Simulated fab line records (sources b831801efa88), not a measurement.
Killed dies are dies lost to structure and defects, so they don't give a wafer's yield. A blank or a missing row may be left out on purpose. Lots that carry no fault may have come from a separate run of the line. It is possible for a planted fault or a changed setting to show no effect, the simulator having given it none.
fab line records    flow sfq-line    part 1 of 2: steps 1 to 25 of 34
[record] lots = 5  wafers = 15  last-day = 90
route steps=325 shown I1@84 M2@88 I2@103 M3@118
lots untouched by any fault: they come from a run of this same line in which no faults occurred
start-h: the number of hours between the record's first day and the start of the first shown wafer of the lot    wait-h: hours from the lot's prior step to this one    " same as the row above    L1.1+2: several wafers, shown together as one row    - no value, or no start given    * or withheld: withheld    < > ~ a bound
route shown NAME@n: a module of which the file shows steps, and the number in the route of the first    usual: the fault-free wafers' mean and standard deviation    same: alike in all rows    chamber/n: place in a boat    sites: per-site readings    _std_site: how widely they spread, as a standard deviation    _edge_site: outer sites' mean less inner sites'    radius-mm: how far each site lies from the wafer's centre    mask NAME#n: copy n    behind: the most recent tool/chamber to have shaped the wafer    hold: what put the lot on hold/how long, in hours/how the hold closed    device: transistor that didn't switch, given as n, p or np    end of line: the route-end tests of the same wafers    a step given without rows: its recipe and nothing more    killed: the dies lost at the first sort to structure and to defects; this is not the yield of the wafer    map: dies across one wafer; x = killed, . = not, _ = none there
set.NAME: the run value of the setting; set.NAME@STEP: its run value at that earlier step    model.NAME: the simulator's own value behind a step, which no gauge read
a table for each step, a row for each wafer; lots at some steps of the route
services: from which hour (start-h, from the record's first day; less than 0 if before it) a tool's chamber was out of use, for how many hours, and why
[[steps]]
[step SFQ_TRILAYER_I1_VIA_BARC_OPEN_VIA_ETCH_071]
[recipe] mask-material = PR  chemistry = O2  target-depth-nm = 125  target = BARC  source-w = 500  bias-w = 80  pressure-mtorr = 30  time-s = 41.7
[usual] bias-w = 80.01/0.24  chamber-pressure-mTorr = 30.000/0.027  drypump-motor-current-A = 5.9/0.32  oes-product-au = 0.685/0.0043
lot.wafer  tool         chamber  start-h  wait-h  bias-w  chamber-pressure-mTorr  drypump-motor-current-A  oes-product-au  rf-hours-counter-h
L080.1     rie-diel-03  0        597.93   0.0     79.72   29.961                  6.5                      0.682           1
L080.3     "            2        "        "       80.34   30.011                  5.4                      0.681           14
L080.6     "            0        "        "       79.75   29.987                  6.4                      0.685           -
L082.2     rie-diel-01  1        624.33   0.0     80.08   30.030                  6.1                      0.686           16
L082.3     "            2        "        "       80.12   29.980                  5.9                      0.689           62
L082.5     "            2        "        "       79.78   30.011                  5.9                      0.678           -
L084.2     rie-diel-04  3        657.18   0.0     80.02   30.023                  5.4                      0.688           6
L084.3     "            1        "        "       79.97   29.992                  6.1                      0.687           18
L084.4     "            2        "        "       79.99   30.012                  6.0                      0.686           3
L085.3     rie-diel-03  3        676.50   0.0     79.82   29.972                  5.8                      0.689           7
L085.4     "            0        "        "       80.07   29.996                  6.4                      0.691           2
L085.6     "            1        "        "       79.82   29.960                  6.0                      0.685           -
L092.1     rie-diel-03  1        718.63   0.0     80.46   29.998                  6.0                      0.690           29
L092.3     "            3        "        "       80.33   29.980                  5.8                      0.682           7
L092.5     "            0        "        "       79.98   29.980                  6.4                      0.682           -
[step SFQ_TRILAYER_I1_VIA_ETCH_VIA_ETCH_052]
[recipe] target = SiO2  stop-on = Nb  mask-material = PR  taper-deg = 20  chemistry = CHF3  target-depth-nm = 260  source-w = 500  bias-w = 80  pressure-mtorr = 30  time-s = withheld
[usual] bias-w = 79.96/0.23  chamber-pressure-mTorr = 30.00/0.03  drypump-motor-current-A = 5.9/0.32  oes-product-au = 0.853/0.0052
lot.wafer  tool         chamber  start-h  wait-h  bias-w  chamber-pressure-mTorr  drypump-motor-current-A  oes-product-au
L080.1     rie-diel-03  0        597.97   0.0     80.15   30.02                   6.4                      0.851
L080.3     "            2        "        "       80.69   29.98                   5.5                      0.850
L080.6     "            0        "        "       80.02   29.99                   6.4                      0.851
L082.2     rie-diel-01  1        624.37   0.0     79.83   29.99                   6.1                      0.858
L082.3     "            2        "        "       80.28   30.03                   5.9                      0.854
L082.5     "            2        "        "       79.74   30.05                   5.9                      0.861
L084.2     rie-diel-04  3        657.22   0.0     79.91   30.00                   5.3                      0.852
L084.3     "            1        "        "       80.12   30.06                   6.0                      0.853
L084.4     "            2        "        "       79.58   30.01                   6.0                      0.855
L085.3     rie-diel-03  3        676.54   0.0     79.98   29.98                   5.7                      0.861
L085.4     "            0        "        "       79.69   30.01                   6.5                      0.851
L085.6     "            1        "        "       80.12   30.02                   6.0                      0.853
L092.1     rie-diel-03  1        718.67   0.0     80.01   30.01                   6.0                      0.863
L092.3     "            3        "        "       79.68   30.03                   5.8                      0.853
L092.5     "            0        "        "       80.11   30.02                   6.5                      0.846
[step SFQ_TRILAYER_I1_VIA_STRIP_STRIP_053]
[recipe] gas = O2  power-w = 200  platen-temp-c = 40  overash-fraction = 0.65  chemistry = O2  pressure-mtorr = 50
[usual] chamber-pressure-mTorr = 50.00/0.05  drypump-motor-current-A = 5.6/0.48  oes-product-au = 0.995/0.0093
lot.wafer  tool          chamber  start-h  wait-h  chamber-pressure-mTorr  drypump-motor-current-A  oes-product-au  rf-hours-counter-h
L080.1     rie-metal-04  0        598.09   -       49.99                   5.4                      0.997           37
L080.3     "             1        "        "       50.11                   4.9                      0.996           -
L080.6     "             1        "        "       50.03                   4.9                      0.984           -
L082.2     rie-metal-03  1        624.49   -       49.99                   6.2                      1.004           82
L082.3     "             0        "        "       50.01                   5.0                      1.001           -
L082.5     "             1        "        "       49.99                   6.2                      1.006           -
L084.2     rie-metal-01  0        657.33   -       49.96                   6.0                      1.000           81
L084.3     "             1        "        "       49.94                   5.8                      0.990           -
L084.4     "             0        "        "       50.03                   6.0                      1.001           -
L085.3     rie-metal-01  1        676.85   -       49.97                   5.8                      1.007           -
L085.4     "             0        "        "       50.02                   6.0                      0.993           -
L085.6     "             0        "        "       50.01                   6.0                      0.994           -
L092.1     rie-metal-03  1        718.78   -       49.97                   6.2                      0.989           97
L092.3     "             1        "        "       50.12                   6.2                      0.996           -
L092.5     "             1        "        "       49.98                   6.2                      1.001           -
[step SFQ_TRILAYER_I1_VIA_STRIP_SOLV_CLEAN_054]
[recipe] chemistry = NMP  temp-c = 70  time-s = 600
lot.wafer   tool          chamber  start-h  wait-h
L080.1+3+6  wet-bench-02  4,7,3    598.69   0.4
L082.2+3+5  wet-bench-03  3,4,2    625.09   0.4
L084.2+3+4  wet-bench-03  1,4,6    657.93   0.4
L085.3+4+6  wet-bench-02  1,3,6    677.25   0.2
L092.1+3+5  wet-bench-02  0,1,2    719.38   0.4
[step SFQ_TRILAYER_M2_DEP_PRE_CLEAN_056]
[recipe] gas = Ar  time-s = 22.5  bias-v = 250
[usual] bias-v = 249.9/2.4
lot.wafer  tool            chamber  start-h  wait-h  bias-v
L080.1     pvd-sputter-06  -        598.86   0.0     249.4
L080.3     "               -        "        "       249.7
L080.6     "               -        "        "       250.2
L082.2     pvd-sputter-03  -        625.26   0.0     247.0
L082.3     "               -        "        "       248.9
L082.5     "               -        "        "       251.7
L084.2     pvd-sputter-04  -        658.10   0.0     250.8
L084.3     "               -        "        "       250.3
L084.4     "               -        "        "       253.6
L085.3     pvd-sputter-06  -        677.43   0.0     253.1
L085.4     "               -        "        "       250.4
L085.6     "               -        "        "       247.3
L092.1     pvd-sputter-06  -        719.57   0.0     251.0
L092.3     "               -        "        "       246.2
L092.5     "               -        "        "       249.6
[step SFQ_TRILAYER_M2_DEP_SPUTTER_055]
[recipe] material = Nb  base-pressure-pa = 1.33e-06  chamber-pressure-pa = 0.1333  substrate-temp-c = 20  resputter-cathode-voltage-v = 400  target-thk-nm = 200  power-w = 2000  time-s = 133.3
[usual] throttle-valve-pct = 29.9/1.1
lot.wafer  tool            chamber  start-h  wait-h  throttle-valve-pct
L080.1     pvd-sputter-06  -        598.89   0.0     28.5
L080.3     "               -        "        "       30.8
L080.6     "               -        "        "       28.4
L082.2     pvd-sputter-03  -        625.29   0.0     30.8
L082.3     "               -        "        "       29.7
L082.5     "               -        "        "       29.6
L084.2     pvd-sputter-04  -        658.13   0.0     30.2
L084.3     "               -        "        "       29.6
L084.4     "               -        "        "       30.4
L085.3     pvd-sputter-06  -        677.46   0.0     31.0
L085.4     "               -        "        "       28.5
L085.6     "               -        "        "       30.6
L092.1     pvd-sputter-06  -        719.60   0.0     28.6
L092.3     "               -        "        "       30.6
L092.5     "               -        "        "       31.1
[step SFQ_M2_RS_MEAS_914]
[recipe] thk-meas-gauge = four-point-probe  reads = Nb_of_TRILAYER_M2_DEP_SPUTTER_055
[usual] M2_NB_RS = 0.892/0.0087
lot.wafer  tool           chamber  start-h  wait-h  M2_NB_RS[ohm/sq]
L080.1     film-metro-02  -        598.98   0.0     0.896
L080.3     "              -        "        "       0.906
L080.6     "              -        "        "       0.895
L082.2     film-metro-02  -        625.40   0.1     0.889
L082.3     "              -        "        "       0.896
L082.5     "              -        "        "       0.893
L084.2     film-metro-01  -        658.24   0.1     0.895
L084.3     "              -        "        "       0.897
L084.4     "              -        "        "       0.890
L085.3     film-metro-02  -        677.59   0.1     0.881
L085.4     "              -        "        "       0.882
L085.6     "              -        "        "       0.893
L092.1     film-metro-02  -        719.70   0.0     0.885
L092.3     "              -        "        "       0.889
L092.5     "              -        "        "       0.897
[step SFQ_TRILAYER_M2_LITHO_COAT_062]
[recipe] resist = BARC  spin-rpm = 3000  resist-thk-nm = 62
lot.wafer   tool            chamber  start-h  wait-h
L080.1+3+6  litho-track-04  0        599.16   0.1
L082.2+3+5  litho-track-02  0        625.61   0.1
L084.2+3+4  litho-track-03  0        658.45   0.1
L085.3+4+6  litho-track-03  0        677.83   0.1
L092.1+3+5  litho-track-02  0        719.88   0.1
[step SFQ_TRILAYER_M2_LITHO_COAT_057]
[recipe] resist = KrF  spin-rpm = 3000  resist-thk-nm = 600
lot.wafer   tool            chamber  start-h  wait-h
L080.1+3+6  litho-track-04  0        599.46   0.2
L082.2+3+5  litho-track-02  0        625.91   0.2
L084.2+3+4  litho-track-03  0        658.75   0.2
L085.3+4+6  litho-track-03  0        678.13   0.2
L092.1+3+5  litho-track-02  0        720.18   0.2
[step SFQ_TRILAYER_M2_LITHO_SOFTBAKE_061]
[recipe] temp-c = withheld  time-s = withheld  resist = KrF
lot.wafer   tool            chamber  start-h  wait-h
L080.1+3+6  litho-track-04  0        599.76   0.2
L082.2+3+5  litho-track-02  0        626.19   0.2
L084.2+3+4  litho-track-03  0        659.03   0.2
L085.3+4+6  litho-track-03  0        678.38   0.2
L092.1+3+5  litho-track-02  0        720.48   0.2
[step SFQ_TRILAYER_M2_LITHO_EXPOSE_058]
[recipe] mask-id = M2  na = 0.6  source-shape = conventional  sigma-outer = 0.65  target-cd-nm = 500  dose-mj = 14.4
[usual] focus-offset-nm = 0.0/0.48
lot.wafer  tool            chamber  start-h  wait-h  mask  focus-offset-nm
L080.1     krf-scanner-01  0        761.53   -       M2#0  -1.5
L080.3     "               0        "        "       M2#0  0.2
L080.6     "               0        "        "       M2#0  -0.2
L082.2     krf-scanner-02  0        781.05   -       M2#0  0.8
L082.3     "               0        "        "       M2#0  1.3
L082.5     "               0        "        "       M2#0  0.9
L084.2     krf-scanner-01  0        806.84   -       M2#0  -0.4
L084.3     "               0        "        "       M2#0  -0.2
L084.4     "               0        "        "       M2#0  -0.4
L085.3     krf-scanner-02  0        823.97   -       M2#0  0.2
L085.4     "               0        "        "       M2#0  0.1
L085.6     "               0        "        "       M2#0  0.5
L092.1     krf-scanner-02  0        863.50   -       M2#0  0.0
L092.3     "               0        "        "       M2#0  0.9
L092.5     "               0        "        "       M2#0  -0.1
[step SFQ_TRILAYER_M2_LITHO_PEB_060]
[recipe] peb-temp-c = 115  peb-time-s = 60  resist = KrF
lot.wafer   tool            chamber  start-h  wait-h
L080.1+3+6  litho-track-04  0        762.73   1.0
L082.2+3+5  litho-track-03  0        782.08   0.8
L084.2+3+4  litho-track-02  0        807.87   0.8
L085.3+4+6  litho-track-04  0        824.82   0.7
L092.1+3+5  litho-track-03  0        864.70   1.0
[step SFQ_TRILAYER_M2_LITHO_DEVELOP_059]
[recipe] time-s = 60  resist = KrF
lot.wafer   tool            chamber  start-h  wait-h
L080.1+3+6  litho-track-04  0        762.88   0.1
L082.2+3+5  litho-track-03  0        782.23   0.1
L084.2+3+4  litho-track-02  0        808.02   0.1
L085.3+4+6  litho-track-04  0        824.97   0.1
L092.1+3+5  litho-track-03  0        864.85   0.1
[step SFQ_M2_OVL_MEAS_916]
[usual] M2_OVL = -2/5.5
lot.wafer  tool        chamber  start-h  wait-h  M2_OVL[nm]
L080.1     overlay-02  -        763.03   0.1     7
L080.3     "           -        "        "       -5
L080.6     "           -        "        "       -2
L082.2     overlay-02  -        782.36   0.1     -8
L082.3     "           -        "        "       -7
L082.5     "           -        "        "       -2
L084.2     overlay-02  -        808.15   0.1     -4
L084.3     "           -        "        "       -5
L084.4     "           -        "        "       5
L085.3     overlay-02  -        825.08   0.1     -5
L085.4     "           -        "        "       0
L085.6     "           -        "        "       2
L092.1     overlay-01  -        865.00   0.1     8
L092.3     "           -        "        "       11
L092.5     "           -        "        "       6
[step SFQ_TRILAYER_M2_BARC_OPEN_METAL_ETCH_077]
[recipe] mask-material = PR  chemistry = O2  target-depth-nm = 125  target = BARC  icp-w = 600  bias-w = 80  pressure-mtorr = 10  time-s = 41.7
[usual] bias-w = 80.02/0.24  chamber-pressure-mTorr = 10.000/0.0091  drypump-motor-current-A = 5.5/0.43  oes-product-au = 0.685/0.0046
lot.wafer  tool          chamber  start-h  wait-h  bias-w  chamber-pressure-mTorr  drypump-motor-current-A  oes-product-au  rf-hours-counter-h
L080.1     rie-metal-02  0        763.06   0.0     80.44   10.004                  5.7                      0.687           63
L080.3     "             0        "        "       80.29   10.006                  5.7                      0.689           -
L080.6     "             0        "        "       80.64   10.008                  5.7                      0.684           -
L082.2     rie-metal-02  0        782.39   0.0     80.30   9.992                   5.7                      0.684           67
L082.3     "             0        "        "       80.42   9.997                   5.7                      0.683           -
L082.5     "             1        "        "       79.78   9.983                   4.8                      0.684           -
L084.2     rie-metal-02  1        808.18   0.0     79.98   9.999                   4.8                      0.683           12
L084.3     "             0        "        "       80.60   10.016                  5.7                      0.688           -
L084.4     "             1        "        "       79.89   9.998                   4.8                      0.685           -
L085.3     rie-metal-01  0        825.13   0.0     79.83   10.007                  6.0                      0.688           -
L085.4     "             1        "        "       80.07   9.997                   5.8                      0.686           -
L085.6     "             0        "        "       79.85   10.019                  6.0                      0.686           -
L092.1     rie-metal-04  0        865.04   0.0     80.16   9.989                   5.4                      0.679           78
L092.3     "             0        "        "       80.33   10.005                  5.4                      0.673           -
L092.5     "             1        "        "       80.12   9.986                   5.0                      0.691           -
[step SFQ_TRILAYER_M2_ETCH_METAL_ETCH_060]
[recipe] target = Nb  stop-on = SiO2  mask-material = PR  chemistry = Cl2/Ar  target-depth-nm = 240  icp-w = 622.4  bias-w = 80  pressure-mtorr = 10  time-s = 120
[usual] bias-w = 80.01/0.24  chamber-pressure-mTorr = 9.999/0.0088  drypump-motor-current-A = 5.5/0.43  oes-product-au = 0.893/0.0063
lot.wafer  tool          chamber  start-h  wait-h  bias-w  chamber-pressure-mTorr  drypump-motor-current-A  oes-product-au  rf-hours-counter-h
L080.1     rie-metal-02  0        763.12   0.0     80.04   9.994                   5.7                      0.889           64
L080.3     "             0        "        "       79.96   10.022                  5.7                      0.883           -
L080.6     "             0        "        "       80.05   9.990                   5.7                      0.896           -
L082.2     rie-metal-02  0        782.45   0.0     80.05   10.004                  5.7                      0.892           67
L082.3     "             0        "        "       79.91   9.984                   5.7                      0.894           -
L082.5     "             1        "        "       80.45   10.003                  4.8                      0.890           -
L084.2     rie-metal-02  1        808.24   0.0     79.71   9.991                   4.8                      0.894           12
L084.3     "             0        "        "       79.93   9.997                   5.7                      0.891           -
L084.4     "             1        "        "       79.84   9.997                   4.8                      0.898           -
L085.3     rie-metal-01  0        825.21   0.1     80.19   9.996                   6.0                      0.904           -
L085.4     "             1        "        "       79.71   9.992                   5.8                      0.894           -
L085.6     "             0        "        "       80.46   10.010                  6.0                      0.881           -
L092.1     rie-metal-04  0        865.09   0.0     80.19   9.999                   5.4                      0.899           78
L092.3     "             0        "        "       79.99   9.990                   5.4                      0.897           -
L092.5     "             1        "        "       80.11   10.000                  4.9                      0.891           -
[step SFQ_TRILAYER_M2_STRIP_STRIP_061]
[recipe] gas = O2  power-w = 200  platen-temp-c = 40  overash-fraction = 0.65  chemistry = O2  pressure-mtorr = 50
[usual] chamber-pressure-mTorr = 50.00/0.045  drypump-motor-current-A = 5.5/0.44  oes-product-au = 0.993/0.008
lot.wafer  tool          chamber  start-h  wait-h  chamber-pressure-mTorr  drypump-motor-current-A  oes-product-au  rf-hours-counter-h
L080.1     rie-metal-02  0        763.25   0.1     50.05                   5.7                      0.990           64
L080.3     "             0        "        "       50.04                   5.7                      0.997           -
L080.6     "             0        "        "       50.06                   5.7                      0.988           -
L082.2     rie-metal-02  0        782.57   0.1     50.02                   5.7                      1.002           67
L082.3     "             0        "        "       50.08                   5.7                      0.996           -
L082.5     "             1        "        "       49.97                   4.8                      0.998           -
L084.2     rie-metal-02  1        808.37   0.1     50.00                   4.8                      0.980           12
L084.3     "             0        "        "       50.02                   5.7                      0.993           -
L084.4     "             1        "        "       50.01                   4.8                      0.989           -
L085.3     rie-metal-01  0        825.49   0.2     50.07                   6.0                      1.003           -
L085.4     "             1        "        "       50.05                   5.7                      1.009           -
L085.6     "             0        "        "       50.02                   6.0                      1.007           -
L092.1     rie-metal-04  0        865.22   0.1     50.01                   5.4                      0.998           79
L092.3     "             0        "        "       49.95                   5.4                      1.006           -
L092.5     "             1        "        "       50.04                   5.0                      0.987           -
[step SFQ_TRILAYER_M2_STRIP_SOLV_CLEAN_062]
[recipe] chemistry = NMP  temp-c = 70  time-s = 600
lot.wafer   tool          chamber  start-h  wait-h
L080.1+3+6  wet-bench-01  2,0,3    763.85   0.4
L082.2+3+5  wet-bench-02  1,5,2    783.17   0.4
L084.2+3+4  wet-bench-02  7,0,1    808.97   0.4
L085.3+4+6  wet-bench-02  5,3,1    825.89   0.2
L092.1+3+5  wet-bench-04  1,4,3    865.82   0.4
[step SFQ_TRILAYER_I2_DEP_PECVD_063]
[recipe] material = SiO2  temp-c = 150  time-s = 111.11  pressure-torr = 2.4  rf-w = 183.3  precursor = SiH4/N2O  target-thk-nm = 500
[usual] heater-power-outer-w = 33/6.7  heater-power-w = 87/11  throttle-valve-pct = 24.5/1.1
lot.wafer  tool      chamber  start-h  wait-h  heater-power-outer-w  heater-power-w  throttle-valve-pct
L080.1     pecvd-02  2        764.04   0.0     21                    67              24.2
L080.3     "         0        "        "       27                    80              25.7
L080.6     "         0        "        "       30                    81              25.7
L082.2     pecvd-03  2        783.35   0.0     35                    93              25.2
L082.3     "         1        "        "       31                    90              26.1
L082.5     "         2        "        "       38                    98              25.2
L084.2     pecvd-04  1        809.14   0.0     37                    104             22.8
L084.3     "         2        "        "       33                    85              24.4
L084.4     "         0        "        "       40                    93              23.1
L085.3     pecvd-03  1        826.24   0.0     30                    88              26.1
L085.4     "         2        "        "       47                    109             25.3
L085.6     "         1        "        "       19                    74              26.3
L092.1     pecvd-02  1        865.99   0.0     29                    81              23.7
L092.3     "         0        "        "       32                    82              25.7
L092.5     "         0        "        "       33                    87              25.6
[step SFQ_TRILAYER_I2_CMP_CMP_064]
[recipe] material = SiO2  down-force-psi = 3  platen-rpm = 60  pad-velocity-m-s = 0.94248
[usual] head-pressure-psi = 3.000/0.0064  motor-current-A = 10.3/1.2  time-to-endpoint-s = 210/8
lot.wafer  tool    chamber  start-h  wait-h  head-pressure-psi  motor-current-A  time-to-endpoint-s
L080.1     cmp-02  0        771.76   7.7     3.005              9.5              207
L080.3     "       3        773.26   9.2     3.001              11.5             200
L080.6     "       1        774.26   10.1    2.998              9.6              215
L082.3     cmp-01  0        792.29   8.9     3.004              11.6             212
L082.2     "       2        793.29   9.9     3.004              11.4             205
L082.5     "       3        "        "       2.995              10.7             222
L084.2     cmp-02  1        819.65   10.5    2.995              9.9              200
L084.3     "       2        "        "       3.003              8.9              190
L084.4     "       3        "        "       3.003              11.2             196
L085.3     cmp-02  0        837.65   11.4    2.999              9.3              209
L085.4     "       1        "        "       3.000              9.3              209
L085.6     "       3        839.15   12.8    3.012              11.6             207
L092.1     cmp-02  2        885.65   19.6    3.007              8.6              207
L092.3     "       3        "        "       3.003              11.6             206
L092.5     "       2        887.65   21.6    3.005              8.4              206
[step SFQ_I2_BOW_MEAS_917]
[recipe] mode = bow
[usual] I2_BOW = 2/9.2
lot.wafer  tool           chamber  start-h  wait-h  I2_BOW[um]
L080.1     film-metro-03  -        774.76   2.5     -3
L080.3     "              -        "        "       12
L080.6     "              -        "        "       8
L082.2     film-metro-03  -        794.81   1.0     -9
L082.3     "              -        "        "       2
L082.5     "              -        "        "       -6
L084.2     film-metro-03  -        822.17   2.0     -16
L084.3     "              -        "        "       -3
L084.4     "              -        "        "       -8
L085.3     film-metro-02  -        840.19   2.0     -2
L085.4     "              -        "        "       -1
L085.6     "              -        "        "       2
L092.1     film-metro-02  -        888.15   2.0     13
L092.3     "              -        "        "       11
L092.5     "              -        "        "       13
[step SFQ_TRILAYER_I2_METRO_MEASURE_065]
[usual] thk-nm = 199.2/1.2
lot.wafer  tool           chamber  start-h  wait-h  thk-nm
L080.1     film-metro-03  -        774.88   0.1     199.0
L080.3     "              -        "        "       197.5
L080.6     "              -        "        "       198.1
L082.2     film-metro-03  -        795.11   0.3     198.6
L082.3     "              -        "        "       198.7
L082.5     "              -        "        "       201.1
L084.2     film-metro-03  -        822.47   0.3     200.3
L084.3     "              -        "        "       200.0
L084.4     "              -        "        "       199.7
L085.3     film-metro-02  -        840.67   0.5     201.5
L085.4     "              -        "        "       199.9
L085.6     "              -        "        "       200.8
L092.1     film-metro-02  -        888.27   0.1     197.8
L092.3     "              -        "        "       198.0
L092.5     "              -        "        "       198.0
[step SFQ_TRILAYER_I2_VIA_LITHO_COAT_072]
[recipe] resist = BARC  spin-rpm = 3000  resist-thk-nm = 62
lot.wafer   tool            chamber  start-h  wait-h
L080.1+3+6  litho-track-04  0        776.08   1.0
L082.2+3+5  litho-track-03  0        796.16   0.8
L084.2+3+4  litho-track-01  0        823.52   0.8
L085.3+4+6  litho-track-01  0        841.57   0.7
L092.1+3+5  litho-track-01  0        889.49   1.0
[step SFQ_TRILAYER_I2_VIA_LITHO_COAT_067]
[recipe] resist = KrF  spin-rpm = 3000  resist-thk-nm = 650
lot.wafer   tool            chamber  start-h  wait-h
L080.1+3+6  litho-track-04  0        776.38   0.2
L082.2+3+5  litho-track-03  0        796.46   0.2
L084.2+3+4  litho-track-01  0        823.82   0.2
L085.3+4+6  litho-track-01  0        841.87   0.2
L092.1+3+5  litho-track-01  0        889.79   0.2
[step SFQ_TRILAYER_I2_VIA_LITHO_SOFTBAKE_071]
[recipe] temp-c = withheld  time-s = withheld  resist = KrF
lot.wafer   tool            chamber  start-h  wait-h
L080.1+3+6  litho-track-04  0        776.68   0.2
L082.2+3+5  litho-track-03  0        796.73   0.2
L084.2+3+4  litho-track-01  0        824.10   0.2
L085.3+4+6  litho-track-01  0        842.12   0.2
L092.1+3+5  litho-track-01  0        890.09   0.2
